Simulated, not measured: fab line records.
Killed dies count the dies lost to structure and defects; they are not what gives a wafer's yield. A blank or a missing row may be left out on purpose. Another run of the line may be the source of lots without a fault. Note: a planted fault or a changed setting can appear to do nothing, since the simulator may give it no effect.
The tool behind it: which one? || flow sky130 || 13 lots, 39 wafers sampled, at 4 steps of a route of 708

## WHAT THE GAUGES READ, wafer by wafer
SKY_VT_ADJUST_HVTP_OVL_MEAS_08.
{"lot": "L878", "measured": "day 6 02:51", "on": "overlay-02", "VT_ADJUST_HVTP_OVL (nm)": "-1.7 -2.4 -0.2"}
{"lot": "L879", "measured": "day 6 06:33", "on": "overlay-01", "VT_ADJUST_HVTP_OVL (nm)": "-1.8 -1.6 -1.3"}
{"lot": "L880", "measured": "day 6 13:16", "on": "overlay-01", "VT_ADJUST_HVTP_OVL (nm)": "-3.2 -0.4 -1.9"}
{"lot": "L881", "measured": "day 6 16:46", "on": "overlay-02", "VT_ADJUST_HVTP_OVL (nm)": "0.4 -0.1 -1.6"}
{"lot": "L882", "measured": "day 6 21:43", "on": "overlay-01", "VT_ADJUST_HVTP_OVL (nm)": "0.0 0.1 -0.4"}
{"lot": "L889", "measured": "day 9 03:31", "on": "overlay-02", "VT_ADJUST_HVTP_OVL (nm)": "-0.8 -2.2 -1.0"}
{"lot": "L891", "measured": "day 9 08:23", "on": "overlay-01", "VT_ADJUST_HVTP_OVL (nm)": "-3.8 -3.3 -2.9"}
{"lot": "L892", "measured": "day 10 02:34", "on": "overlay-02", "VT_ADJUST_HVTP_OVL (nm)": "-1.8 -1.4 -2.0"}
{"lot": "L893", "measured": "day 10 14:53", "on": "overlay-02", "VT_ADJUST_HVTP_OVL (nm)": "-0.6 0.0 0.3"}
{"lot": "L894", "measured": "day 11 04:35", "on": "overlay-01", "VT_ADJUST_HVTP_OVL (nm)": "-3.6 -0.5 -3.6"}
{"lot": "L895", "measured": "day 11 04:53", "on": "overlay-01", "VT_ADJUST_HVTP_OVL (nm)": "-4.1 -2.9 -4.7"}
{"lot": "L898", "measured": "day 12 00:10", "on": "overlay-01", "VT_ADJUST_HVTP_OVL (nm)": "-2.2 -1.8 -1.5"}
{"lot": "L901", "measured": "day 12 07:50", "on": "overlay-02", "VT_ADJUST_HVTP_OVL (nm)": "-0.9 -0.7 -2.0"}

SKY_LDD_HVP_OVL_MEAS_07.
{"lot": "L878", "measured": "day 21 08:58", "on": "overlay-02", "LDD_HVP_OVL (nm)": "1.4 0.9 1.1"}
{"lot": "L879", "measured": "day 21 16:17", "on": "overlay-01", "LDD_HVP_OVL (nm)": "-0.1 0.8 0.0"}
{"lot": "L880", "measured": "day 22 02:16", "on": "overlay-01", "LDD_HVP_OVL (nm)": "0.1 0.8 1.6"}
{"lot": "L881", "measured": "day 22 06:10", "on": "overlay-02", "LDD_HVP_OVL (nm)": "2.2 1.1 2.9"}
{"lot": "L882", "measured": "day 22 12:52", "on": "overlay-01", "LDD_HVP_OVL (nm)": "1.5 3.5 1.7"}
{"lot": "L889", "measured": "day 26 02:50", "on": "overlay-01", "LDD_HVP_OVL (nm)": "0.6 2.5 1.5"}
{"lot": "L891", "measured": "day 26 09:52", "on": "overlay-02", "LDD_HVP_OVL (nm)": "-0.6 -0.8 -2.3"}
{"lot": "L892", "measured": "day 27 05:10", "on": "overlay-01", "LDD_HVP_OVL (nm)": "-0.4 -0.8 -1.1"}
{"lot": "L893", "measured": "day 28 05:01", "on": "overlay-02", "LDD_HVP_OVL (nm)": "-2.9 -3.0 -0.8"}
{"lot": "L894", "measured": "day 28 17:10", "on": "overlay-02", "LDD_HVP_OVL (nm)": "1.8 1.4 0.9"}
{"lot": "L895", "measured": "day 28 17:28", "on": "overlay-02", "LDD_HVP_OVL (nm)": "-1.6 -2.3 -2.6"}
{"lot": "L898", "measured": "day 29 14:13", "on": "overlay-01", "LDD_HVP_OVL (nm)": "1.0 -0.7 0.1"}
{"lot": "L901", "measured": "day 30 05:40", "on": "overlay-02", "LDD_HVP_OVL (nm)": "1.6 3.6 -1.4"}

SKY_CONTACT_OVL_MEAS_15.
{"lot": "L878", "measured": "day 31 06:33", "on": "overlay-02", "CONTACT_OVL (nm)": "3 -2 6"}
{"lot": "L879", "measured": "day 31 18:18", "on": "overlay-01", "CONTACT_OVL (nm)": "2 1 1"}
{"lot": "L880", "measured": "day 32 00:32", "on": "overlay-01", "CONTACT_OVL (nm)": "-3 -4 -2"}
{"lot": "L881", "measured": "day 32 05:20", "on": "overlay-02", "CONTACT_OVL (nm)": "-2 -4 -6"}
{"lot": "L882", "measured": "day 32 12:47", "on": "overlay-01", "CONTACT_OVL (nm)": "1 -7 1"}
{"lot": "L889", "measured": "day 35 17:01", "on": "overlay-02", "CONTACT_OVL (nm)": "-8 -2 -7"}
{"lot": "L891", "measured": "day 35 18:50", "on": "overlay-02", "CONTACT_OVL (nm)": "-2 -8 -2"}
{"lot": "L892", "measured": "day 36 11:35", "on": "overlay-01", "CONTACT_OVL (nm)": "-7 -9 -16"}
{"lot": "L893", "measured": "day 37 10:02", "on": "overlay-02", "CONTACT_OVL (nm)": "4 5 -2"}
{"lot": "L894", "measured": "day 37 23:14", "on": "overlay-01", "CONTACT_OVL (nm)": "1 -7 -2"}
{"lot": "L895", "measured": "day 37 23:02", "on": "overlay-01", "CONTACT_OVL (nm)": "-8 -8 -7"}
{"lot": "L898", "measured": "day 38 15:08", "on": "overlay-02", "CONTACT_OVL (nm)": "3 -5 -1"}
{"lot": "L901", "measured": "day 39 19:29", "on": "overlay-02", "CONTACT_OVL (nm)": "-3 1 -3"}

## WHAT TOOL EACH LOT RAN ON (gives the tool, then ch and the chambers of the sampled wafers, and finally the start)
{"lot": "L878", "SKY_NWELL_EXPOSE_20": "ilineStepper-02 ch 0, day 5 00:29"}
{"lot": "L879", "SKY_NWELL_EXPOSE_20": "ilineStepper-02 ch 0, day 5 03:53"}
{"lot": "L880", "SKY_NWELL_EXPOSE_20": "ilineStepper-01 ch 0, day 5 10:26"}
{"lot": "L881", "SKY_NWELL_EXPOSE_20": "ilineStepper-01 ch 0, day 5 14:13"}
{"lot": "L882", "SKY_NWELL_EXPOSE_20": "ilineStepper-01 ch 0, day 5 18:58"}
{"lot": "L889", "SKY_NWELL_EXPOSE_20": "ilineStepper-02 ch 0, day 7 19:10"}
{"lot": "L891", "SKY_NWELL_EXPOSE_20": "ilineStepper-01 ch 0, day 8 00:40"}
{"lot": "L892", "SKY_NWELL_EXPOSE_20": "ilineStepper-02 ch 0, day 8 15:55"}
{"lot": "L893", "SKY_NWELL_EXPOSE_20": "ilineStepper-02 ch 0, day 9 04:28"}
{"lot": "L894", "SKY_NWELL_EXPOSE_20": "ilineStepper-01 ch 0, day 9 17:35"}
{"lot": "L895", "SKY_NWELL_EXPOSE_20": "ilineStepper-02 ch 0, day 9 17:58"}
{"lot": "L898", "SKY_NWELL_EXPOSE_20": "ilineStepper-01 ch 0, day 10 11:55"}
{"lot": "L901", "SKY_NWELL_EXPOSE_20": "ilineStepper-01 ch 0, day 10 20:27"}
- SKY_NWELL_EXPOSE_20: exposes mask NWM COMPLEMENT, target cd 840 nm.

## WHAT THE TOOLS THEMSELVES READ (means of the sampled wafers that have a number; where no wafer has one, the mark that the record gives instead)
The record holds no such reading with a usual standard deviation.

## THE ANSWER, worked out from the rows above alone
Rule: the usual values come from the lots themselves. The widest of any qualifying gaps counts: lots, ordered by their means at a reading, are off when they make up no more than a third of the lots, leave a main group of 4 or more, and stand apart from it by 3 or more times the standard deviation of that group's means. If all means in a main group match to the digits the tables above print for the reading, that group is not used. Also off: a lot with no number at a reading for which 4 or more lots have one. Where the step has rows for the other lots, those lots are counted as sound. Order of review: gauges by route order, followed by the tools' own readings, for which a lot's mean as printed above is used. The first step at which some lot is off is used, and at that step the reading that is off furthest; a lot without a number counts as furthest.
No lot is off on any of the readings shown, so nothing can be concluded from this.

## WHAT HAD BEEN PUT IN BY THE SIMULATOR
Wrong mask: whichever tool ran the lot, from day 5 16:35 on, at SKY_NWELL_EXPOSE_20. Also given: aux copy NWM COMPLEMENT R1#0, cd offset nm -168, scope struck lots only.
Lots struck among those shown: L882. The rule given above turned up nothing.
